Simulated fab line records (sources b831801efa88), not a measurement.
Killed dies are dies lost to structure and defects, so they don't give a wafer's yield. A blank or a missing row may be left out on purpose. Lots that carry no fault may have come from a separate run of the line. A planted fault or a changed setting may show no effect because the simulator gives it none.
Chamber matching | flow sky130 | 4 sister chambers for SKY_FIELD_ISO_ETCH_17 on rieSi-02
The step etches Si in HBr/Cl2/O2, target depth 342 nm, time 97.7 s. 8 wafers are shown with their chamber, then 7 later ones without.

WAFERS PAIRED WITH THEIR CHAMBERS
wafer  | chamber | drypumpMotorCurrentA (A) | oesProductAu (a.u.)
L105.1 | 3       | 5.41                     | 0.984
L108.3 | 3       | 5.44                     | 1.007
L108.5 | 1       | 5.37                     | 1.017
L119.1 | 1       | 5.39                     | 1.009
L119.3 | 0       | 5.43                     | 0.993
L119.6 | 2       | 5.45                     | 1.000
L121.1 | 2       | 5.51                     | 1.003
L121.2 | 0       | 5.42                     | 0.996

WAFERS WITHOUT THEIR CHAMBER
wafer  | drypumpMotorCurrentA (A) | oesProductAu (a.u.)
L121.6 | 5.50                     | 1.006
L123.1 | 5.35                     | 1.005
L123.3 | 5.42                     | 1.003
L123.6 | 5.43                     | 1.005
L124.1 | 5.36                     | 0.997
L124.4 | 5.46                     | 0.999
L124.5 | 5.40                     | 0.994

WHICH CHAMBER EACH WENT THROUGH
wafer  | from the rows above               | in truth
L121.6 | 2                                 | 2
L123.1 | can't be placed: 1 or 3 or 0      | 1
L123.3 | can't be placed: 3 or 0 or 1 or 2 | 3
L123.6 | can't be placed: 3 or 0 or 2 or 1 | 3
L124.1 | can't be placed: 1 or 3 or 0      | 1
L124.4 | can't be placed: 2 or 3 or 0      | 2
L124.5 | can't be placed: 0 or 3 or 1      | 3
1 of 7 placed correctly. Can't be placed from these rows: 6 (the true chamber is among the candidates in 6). Wrongly placed: 0.
How it was worked out, from the rows above alone: a wafer's distance from a chamber is the root of the sum, over the readings, of the square of ((its reading less the chamber's mean) divided by the reading's scatter). The wafer belongs to the nearest chamber; if the next one is less than 2 further off, it can't be placed. For every chamber, the mean is computed from those of its wafers that are shown. How the scatter is found: for the shown wafers, subtract from each reading the mean of its chamber, square and add these, divide the total by (wafers less chambers), then take the root.
